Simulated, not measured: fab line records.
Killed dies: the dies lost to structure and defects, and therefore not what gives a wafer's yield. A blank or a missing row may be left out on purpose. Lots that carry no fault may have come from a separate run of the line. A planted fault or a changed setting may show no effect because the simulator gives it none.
Problem report, 8D (eight disciplines) form, completed by code	flow sky130	the parts of the form that need people (team, actions taken, sign-off) are left out

## 1. WHAT IS WRONG
Across 6 wafers from 2 lots, SONOS_TUNNEL_TW at SKY_SONOS_TUNNEL_TW_MEAS_12 averages 146.8, while fault-free wafers read 197.7 with a standard deviation of 0.99. Relative to the usual mean, that is a shift of -51 standard deviations.
Earliest sighting: wafer L995.2 on film metro-04 at day 15 21:44. At this step, 36 wafers from 12 lots have a number in the record. By rule, "out" or "out of limits" means more than 4 standard deviations away from the usual mean. Any other wafer with a number is counted as sound.

## 2. WHAT IT IS AND WHAT IT IS NOT
question	is	is not
which readings at this step	SONOS_TUNNEL_TW	-
which lots	L995, L997	L100, L103, L104, L983, L985, L986, L987, L988, L992, L994
which wafers of those lots	all that have a number	-
read on which gauges	film metro-02, film metro-04	film metro-03
when	from day 15 21:44	up to then (21 sound wafers); but 9 sound wafers of L100, L103, L104 came after

## 3. WHAT RULES OUT EACH SUSPECT
Counting: a tool stays on the suspect list if, at a process step up to the reading, it processed all lots that are out and no sound lot following the first of them.
- the gauge at SKY_SONOS_TUNNEL_TW_MEAS_12: ruled out. The wafers that are out were read on 2 gauges (film metro-02, film metro-04).
- plasma asher-01 at SKY_VT_ADJUST_LVTN_STRIP_09 (strips in O2/N2): kept. It ran every lot that is out, first L995 (day 10 14:16), and no sound lot after that; its last sound lot up to then is L985 (day 8 01:45).
- implanter-03 at SKY_SONOS_TUNNEL_IMPLANT_09: ruled out as a lasting fault. Following L995 (day 15 21:19), the first lot on it that is out, the sound lots L104 were run on it.
Remaining after the count: plasma asher-01 at SKY_VT_ADJUST_LVTN_STRIP_09.

## 4. THE CAUSE (what the simulator had put in)
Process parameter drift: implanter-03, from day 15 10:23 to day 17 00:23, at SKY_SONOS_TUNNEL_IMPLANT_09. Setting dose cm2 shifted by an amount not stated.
Counting ruled it out, wrongly: the rule takes a fault to strike every lot that its tool runs from its start on, and this one did not.

## 5. SEQUENCE OF EFFECTS, ordered by route
Each row: a reading where the mean over the struck wafers with a number is more than 3 standard deviations away from the usual. Only readings whose record carries a usual standard deviation are examined. hours: median over the lots of the time between each lot's start at the first step of this table that gives one and its start at this step. sigmas: the change, counted in usual standard deviations.
hours	step	reading	usual	on struck wafers	change	sigmas
0	SKY_SONOS_TUNNEL_IMPLANT_09	dose ions cm2	9.998e+11	3.390e+11	-6.608e+11	-99 or more
0	SKY_SONOS_TUNNEL_IMPLANT_09	faraday current uA	5.64	1.92	-3.72	-34
0	SKY_SONOS_TUNNEL_TW_MEAS_12	SONOS_TUNNEL_TW	197.7	146.8	-50.9	-51
It contains these process steps:
- SKY_SONOS_TUNNEL_IMPLANT_09

## 6. WHAT WOULD HAVE CAUGHT IT SOONER
11 hours passed between the start of the fault at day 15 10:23 and the first reading out of limits at a measuring or inspecting step in this record, taken at day 15 21:44.
At SKY_SONOS_TUNNEL_IMPLANT_09, the tool's own readings (dose ions cm2, faraday current uA) were out on each struck wafer the step has a row for, so an alarm limit on them would have fired on the first such wafer.
